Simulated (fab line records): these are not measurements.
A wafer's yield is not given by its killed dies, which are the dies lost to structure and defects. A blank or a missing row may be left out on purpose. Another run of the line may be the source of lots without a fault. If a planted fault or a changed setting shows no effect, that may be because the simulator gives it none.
Which tool did it?    flow sky130    39 wafers from 13 lots sampled at 2 of the route's 708 steps

## WHAT EACH GAUGE READ, for each wafer
SKY_VIA3_BOW_MEAS_03. Usual: for VIA3_BOW the level is 80 um and the standard deviation is 8.7.
lot   measured      on             VIA3_BOW (um)  flag
L143  day 39 02:47  film_metro-03  84 80 74       
L144  day 39 20:38  film_metro-01  85 79 73       
L148  day 40 23:30  film_metro-01  69 75 72       
L149  day 41 06:38  film_metro-02  61 77 74       
L150  day 41 16:05  film_metro-02  64 59 62       
L152  day 41 18:41  film_metro-02  75 71 88       
L159  day 43 21:58  film_metro-01  80 87 77       
L158  day 44 02:31  film_metro-02  149 130 133    OFF
L160  day 44 03:49  film_metro-03  150 141 141    OFF
L161  day 44 10:50  film_metro-01  155 124 141    OFF
L162  day 44 14:57  film_metro-03  85 83 86       
L163  day 44 16:18  film_metro-02  92 101 101     
L164  day 45 00:12  film_metro-02  85 77 83       

## WHICH TOOL RAN EACH LOT (tool, then ch and the chambers of the sampled wafers, then the start)
lot   SKY_VIA3_CMP_02
L143  cmp-01 ch 1,2, day 39 02:29
L144  cmp-01 ch 0,1,3, day 39 20:19
L148  cmp-01 ch 2,3, day 40 23:11
L149  cmp-02 ch 0,1,3, day 41 06:20
L150  cmp-01 ch 0,2,3, day 41 15:53
L152  cmp-01 ch 0,3, day 41 18:25
L159  cmp-02 ch 0,2, day 43 21:38
L158  cmp-02 ch 1,2,3, day 44 02:20
L160  cmp-01 ch 0,2, day 44 03:34
L161  cmp-02 ch 0,3, day 44 10:32
L162  cmp-01 ch 0,1,3, day 44 14:38
L163  cmp-01 ch 0,1,3, day 44 16:00
L164  cmp-02 ch 0,2,3, day 44 23:57
- SKY_VIA3_CMP_02: polishes SiO2.

## WHAT THE TOOLS THEMSELVES READ (means of the sampled wafers that have a number; where no wafer has one, the mark that the record gives instead)
SKY_VIA3_CMP_02. Usual: edge_zone_pressure_frac 1.000, standard deviation 0.005; head_pressure_psi 4.000 psi, standard deviation 0.0087; motor_current_A 11.9 A, standard deviation 1.1.
lot   tool    edge_zone_pressure_frac  head_pressure_psi (psi)  motor_current_A (A)  flag
L143  cmp-01  1.000                    3.998                    10.8                 
L144  cmp-01  1.002                    4.000                    11.7                 
L148  cmp-01  0.996                    3.994                    12.1                 
L149  cmp-02  0.998                    3.997                    12.6                 
L150  cmp-01  1.000                    4.006                    11.9                 
L152  cmp-01  0.999                    4.004                    12.7                 
L159  cmp-02  0.997                    4.002                    12.6                 
L158  cmp-02  -                        -                        -                    OFF
L160  cmp-01  -                        -                        -                    OFF
L161  cmp-02  -                        -                        -                    OFF
L162  cmp-01  1.001                    4.003                    12.0                 
L163  cmp-01  0.994                    3.999                    11.7                 
L164  cmp-02  1.004                    3.996                    12.6                 

## THE ANSWER, worked out from the rows above alone
Rule: a lot counts as off when the mean over its wafers that have a number is more than 3 standard deviations away from the usual mean. A lot without any number at a reading at which 4 lots or more have one is off too. The other lots that the step has rows for count as sound. Order of review: gauges by route order, followed by the tools' own readings, for which a lot's mean as printed above is used. At the first step where some lot is off, the reading lying furthest off is the one used; lots without a number count as furthest.
Off: L158, L160, L161, seen at SKY_VIA3_BOW_MEAS_03 (VIA3_BOW).
A tool fits if, at a process step before that reading, it ran every lot that is off, and no sound lot after the first of them. Not tried: the gauges at SKY_VIA3_BOW_MEAS_03; whatever is off there is also off at SKY_VIA3_CMP_02, on other tools, and gauge error can't account for it. None of those tried fits.

## WHAT THE SIMULATOR PUT IN
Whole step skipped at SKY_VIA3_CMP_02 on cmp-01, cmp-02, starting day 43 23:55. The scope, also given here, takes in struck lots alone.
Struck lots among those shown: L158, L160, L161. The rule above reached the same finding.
